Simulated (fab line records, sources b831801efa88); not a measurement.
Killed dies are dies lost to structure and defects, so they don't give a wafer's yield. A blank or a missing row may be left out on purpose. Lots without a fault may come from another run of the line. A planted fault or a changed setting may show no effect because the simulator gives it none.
fab line records | flow sky130
record lots=6 wafers=18 last_day=50
route steps=708 shown NWELL@65 PAD_OPEN@708
lots that met no fault: from a run of the same line without faults
start_h: hours from the record's first day to the start of the lot's first wafer shown | wait_h: hours since the lot's step before | " the same as in the row above | L1.1+2: a row that stands for several wafers | - no value, or no start given | * or withheld: withheld | < > ~ a bound
route shown NAME@n: a module of which the file shows steps, and the number in the route of the first | usual: mean/standard deviation of fault-free wafers | same: alike in all rows | chamber/n: place in a boat | sites: the reading at each site | _std_site: their standard deviation | _edge_site: outer sites' mean less inner sites' | radius_mm: how far each site lies from the wafer's centre | mask NAME#n: copy n | behind: the tool/chamber that last shaped the wafer | hold: why the lot was held/for how many hours/how that ended | device: the transistor (n, p or np) that didn't switch | end of line: the same wafers' tests at the end of the route | a step without rows: its recipe alone | killed: dies lost to structure and defects at the first sort, not the wafer's yield | map: a wafer's dies, x killed, . not, _ none there
set.NAME: the setting as run; set.NAME@STEP: as run at that earlier step | model.NAME: the simulator's own value behind a step, which no gauge read
lots at some steps of the route; a table a step, a row a wafer
services: from which hour (start_h, from the record's first day; less than 0 if before it) a tool's chamber was out of use, for how many hours, and why
## steps
# step SKY_NWELL_IMPLANT_12
# recipe species=P energy_kev=120 dose_cm2=1.3e+12 tilt_deg=withheld
# step SKY_NWELL_IMPLANT_13
# recipe species=P energy_kev=50 dose_cm2=6.919e+11 tilt_deg=withheld
# step SKY_NWELL_STRIP_14
# recipe chemistry=O2/N2 power_w=1400 pressure_mtorr=1500 platen_temp_c=withheld o2_flow_sccm=3000 n2_flow_sccm=300 overash_fraction=0.5
# usual drypump_motor_current_A=5.8/0.49 oes_product_au=0.722/0.0044 strip_time_to_endpoint_s=36.92/0.1
# columns lot.wafer tool chamber start_h wait_h drypump_motor_current_A oes_product_au rf_hours_counter_h strip_time_to_endpoint_s
L100.2 plasma_asher-02 0 102.83 0.1 6.0 0.718 43 36.91
L100.4 " 1 " " 5.0 0.723 - 37.02
L100.6 " 1 " " 5.0 0.719 - 36.85
L102.1 plasma_asher-01 1 107.95 0.1 6.8 0.720 43 36.90
L102.2 " 0 " " 5.6 0.719 43 36.90
L102.6 " 0 " " 5.6 0.730 - 36.88
L103.1 plasma_asher-01 0 113.47 0.1 5.6 0.719 44 36.96
L103.3 " 0 " " 5.6 0.712 - 37.01
L103.5 " 0 " " 5.6 0.732 - 36.86
L119.1 plasma_asher-01 0 205.87 0.1 5.6 0.717 53 37.11
L119.5 " 1 " " 6.8 0.722 - 37.05
L119.6 " 0 " " 5.5 0.720 - 37.06
L120.1 plasma_asher-02 0 211.22 0.1 6.0 0.715 54 36.90
L120.3 " 0 " " 6.0 0.718 - 36.86
L120.4 " 1 " " 5.0 0.716 - 36.90
L121.1 plasma_asher-04 1 215.80 0.1 5.6 0.719 40 36.95
L121.2 " 0 " " 5.9 0.719 40 36.96
L121.3 " 1 " " 5.6 0.722 - 37.00
# step SKY_NWELL_TW_MEAS_15
# usual NWELL_TW=1812/12
# columns lot.wafer tool chamber start_h wait_h NWELL_TW
L100.2 film_metro-03 - 102.94 0.1 1815
L100.4 " - " " 1813
L100.6 " - " " 1824
L102.1 film_metro-02 - 108.05 0.1 1832
L102.2 " - " " 1837
L102.6 " - " " 1838
L103.1 film_metro-03 - 113.57 0.1 1816
L103.3 " - " " 1812
L103.5 " - " " 1813
L119.1 film_metro-02 - 205.97 0.1 1823
L119.5 " - " " 1826
L119.6 " - " " 1823
L120.1 film_metro-03 - 211.32 0.1 1812
L120.3 " - " " 1813
L120.4 " - " " 1806
L121.1 film_metro-03 - 215.90 0.1 1810
L121.2 " - " " 1816
L121.3 " - " " 1814
# step SKY_NWELL_DEHYDRATE_16
# recipe temp_c=200 time_s=60
# step SKY_NWELL_HMDS_17
# recipe prime_time_s=60 prime_temp_c=120
# step SKY_NWELL_COAT_18
# recipe spin_rpm=2000 resist_thk_nm=3000
# step SKY_NWELL_SOFTBAKE_19
# recipe temp_c=110 time_s=withheld
# step SKY_NWELL_EXPOSE_20
# recipe mask_id=NWM_COMPLEMENT na=0.6 source_shape=conventional sigma_outer=0.6 polarization=unpolarized target_cd_nm=840 dose_mj=260
# step SKY_NWELL_PEB_21
# recipe temp_c=115 time_s=withheld
# step SKY_NWELL_DEVELOP_22
# recipe wall_angle_deg=90 developer=TMAH develop_time_s=60 dev_temp_c=23
# step SKY_NWELL_OVL_MEAS_23
# usual NWELL_01_OVL=0.3/1.4
# columns lot.wafer tool chamber start_h wait_h NWELL_01_OVL[nm]
L100.2 overlay-02 - 121.40 - 2.5
L100.4 " - " " 0.5
L100.6 " - " " 2.5
L102.1 overlay-02 - 126.71 - -1.7
L102.2 " - " " -0.5
L102.6 " - " " -0.1
L103.1 overlay-02 - 131.63 - -1.0
L103.3 " - " " -0.5
L103.5 " - " " -1.3
L119.1 overlay-02 - 226.48 - 2.5
L119.5 " - " " 3.6
L119.6 " - " " 3.2
L120.1 overlay-02 - 232.81 - -0.7
L120.3 " - " " 0.1
L120.4 " - " " -0.6
L121.1 overlay-02 - 237.40 - -0.5
L121.2 " - " " 0.4
L121.3 " - " " -0.3
# step SKY_NWELL_IMPLANT_24
# recipe species=B energy_kev=140 dose_cm2=9.2e+12 tilt_deg=withheld
# usual dose_ions_cm2=9.201e+12/1e+10 faraday_current_uA=51.8/1
# columns lot.wafer tool chamber start_h wait_h dose_ions_cm2 faraday_current_uA
L100.2 implanter-03 0 121.46 0.0 9.187e+12 51.8
L100.4 " 0 " " 9.197e+12 51.5
L100.6 " 0 " " 9.215e+12 51.4
L102.1 implanter-02 0 126.75 0.0 9.206e+12 51.1
L102.2 " 0 " " 9.202e+12 50.9
L102.6 " 0 " " 9.198e+12 52.6
L103.1 implanter-02 0 131.67 0.0 9.203e+12 49.4
L103.3 " 0 " " 9.207e+12 50.1
L103.5 " 0 " " 9.208e+12 53.5
L119.1 implanter-03 0 226.52 0.0 1.1066e+13 62.4
L119.5 " 0 " " 1.1073e+13 61.9
L119.6 " 0 " " 1.1074e+13 62.4
L120.1 implanter-03 0 232.85 0.0 1.1061e+13 61.0
L120.3 " 0 " " 1.1055e+13 60.3
L120.4 " 0 " " 1.1071e+13 63.1
L121.1 implanter-01 0 237.43 0.0 9.202e+12 51.3
L121.2 " 0 " " 9.187e+12 51.8
L121.3 " 0 " " 9.195e+12 51.8
# step SKY_NWELL_STRIP_25
# recipe chemistry=O2/N2 power_w=1400 pressure_mtorr=1500 platen_temp_c=withheld o2_flow_sccm=3000 n2_flow_sccm=300 overash_fraction=0.5
# usual drypump_motor_current_A=5.8/0.55 oes_product_au=0.722/0.0047 strip_time_to_endpoint_s=36.90/0.088
# columns lot.wafer tool chamber start_h wait_h drypump_motor_current_A oes_product_au rf_hours_counter_h strip_time_to_endpoint_s
L100.2 plasma_asher-02 1 121.58 0.1 5.0 0.722 45 37.05
L100.4 " 0 " " 6.0 0.733 - 36.90
L100.6 " 1 " " 5.0 0.718 - 36.88
L102.1 plasma_asher-02 1 126.90 0.1 5.0 0.714 46 36.89
L102.2 " 0 " " 6.0 0.723 46 36.88
L102.6 " 0 " " 6.0 0.724 - 36.93
L103.1 plasma_asher-01 1 131.82 0.1 6.7 0.729 46 36.85
L103.3 " 1 " " 6.7 0.727 - 36.81
L103.5 " 1 " " 6.7 0.723 - 36.94
L119.1 plasma_asher-04 1 226.67 0.1 5.6 0.722 41 36.85
L119.5 " 0 " " 5.9 0.713 - 36.93
L119.6 " 1 " " 5.6 0.721 - 36.87
L120.1 plasma_asher-02 1 233.00 0.1 5.0 0.722 57 36.91
L120.3 " 0 " " 6.0 0.725 - 36.94
L120.4 " 1 " " 5.0 0.717 - 37.01
L121.1 plasma_asher-04 1 237.58 0.1 5.7 0.719 42 37.09
L121.2 " 0 " " 5.9 0.728 42 36.99
L121.3 " 0 " " 5.9 0.733 - 36.95
# step SKY_NWELL_TW_MEAS_26
# usual NWELL_2_TW=495/3.5
# columns lot.wafer tool chamber start_h wait_h NWELL_2_TW
L100.2 film_metro-03 - 121.69 0.1 499
L100.4 " - " " 499
L100.6 " - " " 499
L102.1 film_metro-03 - 127.00 0.1 496
L102.2 " - " " 496
L102.6 " - " " 498
L103.1 film_metro-01 - 131.92 0.1 489
L103.3 " - " " 492
L103.5 " - " " 492
L119.1 film_metro-01 - 226.77 0.1 518
L119.5 " - " " 521
L119.6 " - " " 519
L120.1 film_metro-01 - 233.10 0.1 519
L120.3 " - " " 518
L120.4 " - " " 520
L121.1 film_metro-03 - 237.68 0.1 495
L121.2 " - " " 497
L121.3 " - " " 496
# step SKY_NWELL_CLEAN_27
# recipe chemistry=SC1/SC2 mix=1:4:20 temp_c=70 time_s=150 dry=n2_spin
# step SKY_PAD_OPEN_PROBE_99
# usual killed_at_M0_to_M3=42/6.8 killed_at_M4_up=3.4/1.8 killed_at_contacts=25/5.7 killed_at_front_end=16/4.8 killed_at_other=0.2/0.39 killed_dies=87/9.6 killed_open=47/6.9 killed_short=40/6.3
# same gross_dies=492 killed_at_back_side=0
# columns lot.wafer tool chamber start_h wait_h killed_at_M0_to_M3 killed_at_M4_up killed_at_contacts killed_at_front_end killed_at_other killed_dies killed_open killed_short model.etest.pfet_16v.r_on_ohm_um model.etest.res_iso_pwell.rs_ohm_sq model.etest.res_pwell_under_gate.rs_ohm_sq model.etest.res_iso_pwell.line_ohm_um model.etest.res_nwell.width_nm model.etest.pfet_16v.drive_ua_um model.etest.field_n.vt_v model.etest.nfet_05v0_nvt.off_log10_a_um
L100.2 prober-01 - 1095.73 0.1 34 4 25 18 0 81 36 45 1.496e+04 2869 2286 1083 829.2 246.4 36.3 -11.13
L100.4 prober-01 - 1095.83 0.2 50 4 14 26 0 94 43 51 1.49e+04 2777 2275 1052 825.8 248.2 35.74 -10.93
L100.6 prober-01 - 1095.93 0.2 36 5 22 15 1 79 40 39 1.501e+04 2929 2292 1101 828.5 247.2 36.67 -11.05
L102.1 prober-02 - 1098.93 0.1 38 5 20 23 0 86 45 41 1.495e+04 3045 2289 1160 841.8 249.9 35.94 -11.01
L102.2 prober-02 - 1098.98 0.1 34 4 25 16 0 79 36 43 1.55e+04 3376 2313 1271 851.4 246.5 36.64 -11.04
L102.6 prober-02 - 1099.18 0.2 41 2 19 11 1 74 43 31 1.509e+04 3178 2283 1202 837.1 249.8 36.4 -11.12
L103.1 prober-01 - 1102.48 0.1 34 1 33 19 0 87 49 38 1.478e+04 2665 2312 1018 823.8 244.9 33.74 -10.95
L103.3 prober-01 - 1102.58 0.2 43 1 18 10 0 72 42 30 1.504e+04 2765 2295 1032 824.2 240.4 34.37 -11.06
L103.5 prober-01 - 1102.68 0.2 45 5 23 13 0 86 43 43 1.505e+04 2782 2314 1024 829.5 240 34.58 -10.96
L120.1 prober-02 - 1189.47 0.1 47 2 29 14 0 92 49 43 1.373e+04 2520 2002 955.4 823.7 261 39.63 -11.23
L120.3 prober-02 - 1189.57 0.2 57 2 33 20 0 112 64 48 1.365e+04 2450 2001 918.2 822.3 265.2 39.02 -11.06
L120.4 prober-02 - 1189.62 0.2 36 2 34 17 0 89 47 42 1.372e+04 2418 2012 910.6 829.5 261 38.79 -11.09
L121.1 prober-01 - 1190.62 0.1 40 3 26 4 0 73 48 25 1.474e+04 2917 2285 1077 831 250.2 35.84 -10.79
L121.2 prober-01 - 1190.67 0.1 34 1 27 12 0 74 44 30 1.482e+04 3006 2289 1144 833.3 249.9 36.2 -10.71
L121.3 prober-01 - 1190.72 0.2 42 1 21 16 0 80 44 36 1.47e+04 2942 2278 1115 829.1 255.9 35.88 -10.88
# killed by level:class
L100.2 CONTACT:geometric_particle:open=7 VIA1:geometric_particle:open=7 FIELD_ISO:geometric_particle:short=6 LOCAL_INTERCONNECT:geometric_particle:short=6 METAL3:geometric_particle:short=6 LI_CONTACT:geometric_particle:open=5 VIA3:geometric_particle:open=5 FIELD_ISO:geometric_particle:open=4
L100.4 VIA1:geometric_particle:open=11 VIA1:geometric_particle:short=9 POLY_GATE:geometric_particle:open=7 POLY_GATE:geometric_particle:short=7 CONTACT:geometric_particle:open=7 VIA2:geometric_particle:short=6 METAL2:geometric_particle:short=6 METAL1:geometric_particle:short=5
L100.6 VIA2:geometric_particle:open=7 CONTACT:geometric_particle:short=6 VIA1:geometric_particle:open=6 POLY_GATE:geometric_particle:open=5 LI_CONTACT:geometric_particle:open=5 CONTACT:geometric_particle:open=5 VIA1:geometric_particle:short=5 METAL2:geometric_particle:short=5
L102.1 VIA2:geometric_particle:open=10 POLY_GATE:geometric_particle:short=8 VIA1:geometric_particle:open=8 SPACER:geometric_particle:open=7 LOCAL_INTERCONNECT:geometric_particle:short=5 CONTACT:geometric_particle:open=5 METAL1:geometric_particle:short=5 VIA3:geometric_particle:short=5
L102.2 VIA3:geometric_particle:open=8 LOCAL_INTERCONNECT:geometric_particle:short=7 LI_CONTACT:geometric_particle:open=6 CONTACT:geometric_particle:open=6 VIA1:geometric_particle:open=6 METAL2:geometric_particle:short=6 FIELD_ISO:geometric_particle:short=5 METAL1:geometric_particle:short=4
L102.6 VIA3:geometric_particle:open=9 LI_CONTACT:geometric_particle:open=7 VIA1:geometric_particle:open=7 LOCAL_INTERCONNECT:geometric_particle:short=6 VIA2:geometric_particle:open=6 CONTACT:geometric_particle:open=5 VIA2:geometric_particle:short=4 VIA3:geometric_particle:short=4
L103.1 CONTACT:geometric_particle:open=11 LOCAL_INTERCONNECT:geometric_particle:short=9 FIELD_ISO:geometric_particle:open=6 METAL2:geometric_particle:short=6 VIA1:geometric_particle:open=5 FIELD_ISO:geometric_particle:short=4 LI_CONTACT:geometric_particle:short=4 LI_CONTACT:geometric_particle:open=4
L103.3 CONTACT:geometric_particle:open=8 VIA1:geometric_particle:open=8 METAL2:geometric_particle:short=8 VIA3:geometric_particle:open=7 VIA1:geometric_particle:short=5 LI_CONTACT:geometric_particle:open=4 VIA3:geometric_particle:short=4 LI_CONTACT:geometric_particle:short=3
L103.5 VIA1:geometric_particle:open=15 CONTACT:geometric_particle:open=10 VIA1:geometric_particle:short=10 METAL2:geometric_particle:short=8 CONTACT:geometric_particle:short=6 POLY_GATE:geometric_particle:open=4 METAL1:geometric_particle:short=4 FIELD_ISO:geometric_particle:short=3
L120.1 CONTACT:geometric_particle:open=16 VIA3:geometric_particle:open=10 VIA1:geometric_particle:short=7 FIELD_ISO:geometric_particle:short=6 VIA1:geometric_particle:open=6 METAL2:geometric_particle:short=6 VIA2:geometric_particle:open=5 METAL1:geometric_particle:short=5
L120.3 CONTACT:geometric_particle:open=13 VIA2:geometric_particle:open=11 VIA1:geometric_particle:open=10 LI_CONTACT:geometric_particle:open=10 METAL1:geometric_particle:short=9 VIA3:geometric_particle:open=7 POLY_GATE:geometric_particle:short=6 METAL2:geometric_particle:short=5
L120.4 LI_CONTACT:geometric_particle:open=12 CONTACT:geometric_particle:open=10 METAL1:geometric_particle:short=7 CONTACT:geometric_particle:short=6 METAL2:geometric_particle:short=6 VIA3:geometric_particle:open=5 POLY_GATE:geometric_particle:short=5 POLY_GATE:geometric_particle:open=5
L121.1 CONTACT:geometric_particle:open=10 VIA1:geometric_particle:open=10 VIA3:geometric_particle:open=8 VIA2:geometric_particle:open=6 METAL2:geometric_particle:short=5 LI_CONTACT:geometric_particle:open=4 LOCAL_INTERCONNECT:geometric_particle:short=4 LI_CONTACT:geometric_particle:short=3
L121.2 CONTACT:geometric_particle:open=10 VIA3:geometric_particle:open=8 LI_CONTACT:geometric_particle:open=6 VIA1:geometric_particle:open=5 CONTACT:geometric_particle:short=5 VIA2:geometric_particle:short=5 VIA2:geometric_particle:open=5 LOCAL_INTERCONNECT:geometric_particle:short=4
L121.3 METAL1:geometric_particle:short=9 VIA1:geometric_particle:open=8 CONTACT:geometric_particle:open=6 LI_CONTACT:geometric_particle:open=5 METAL2:geometric_particle:short=5 VIA1:geometric_particle:short=5 VIA2:geometric_particle:open=5 FIELD_ISO:geometric_particle:open=4
## services
# columns tool chamber start_h hours kind
implanter-02 - 78.91 4.3 pm
implanter-02 - 100.17 7.2 repair
implanter-01 - 123.03 5.8 pm
implanter-03 - 131.21 12.0 pm
implanter-01 - 134.06 3.4 repair
plasma_asher-02 - 157.40 0.4 repair
plasma_asher-02 - 175.27 1.8 repair
implanter-02 - 188.36 1.1 repair
plasma_asher-01 - 206.01 6.3 repair
implanter-03 - 206.82 5.8 pm
implanter-01 - 206.83 6.3 pm
## key
first_sign step=SKY_NWELL_IMPLANT_24 reading=dose_ions_cm2 direction=up sigmas=99+ usual=* struck=*
effect step=SKY_NWELL_IMPLANT_24 reading=faraday_current_uA direction=up sigmas=9.6 usual=51.8 struck=61.8
effect step=SKY_NWELL_TW_MEAS_26 reading=NWELL_2_TW direction=up sigmas=7 usual=495 struck=519
model_effect step=SKY_PAD_OPEN_PROBE_99 value=etest.pfet_16v.r_on_ohm_um without=1.489e+04 struck=1.37e+04
met_at SKY_NWELL_IMPLANT_24
struck_wafers L119.1,L119.5,L119.6,L120.1,L120.3,L120.4
rows_end L119.1,L119.5,L119.6
tester_left_out L120
onset_between 121.46 226.52
fault kind=process_parameter_drift tool=implanter-03 chamber=- onset_h=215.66 steps=SKY_NWELL_IMPLANT_24 channel=dose_cm2 offset=* shape=step end_h=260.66 acts_in=* stated=*
# tester_left_out: of these lots the tester's yield and bins aren't shown, on N5 and GAA mostly nor the transistor test; their killed dies are dies lost to structure and defects alone, not to doping, threshold or leakage, so they don't give the yield
# rows_end: these wafers met a further fault down the route, and their rows from its step on are left out
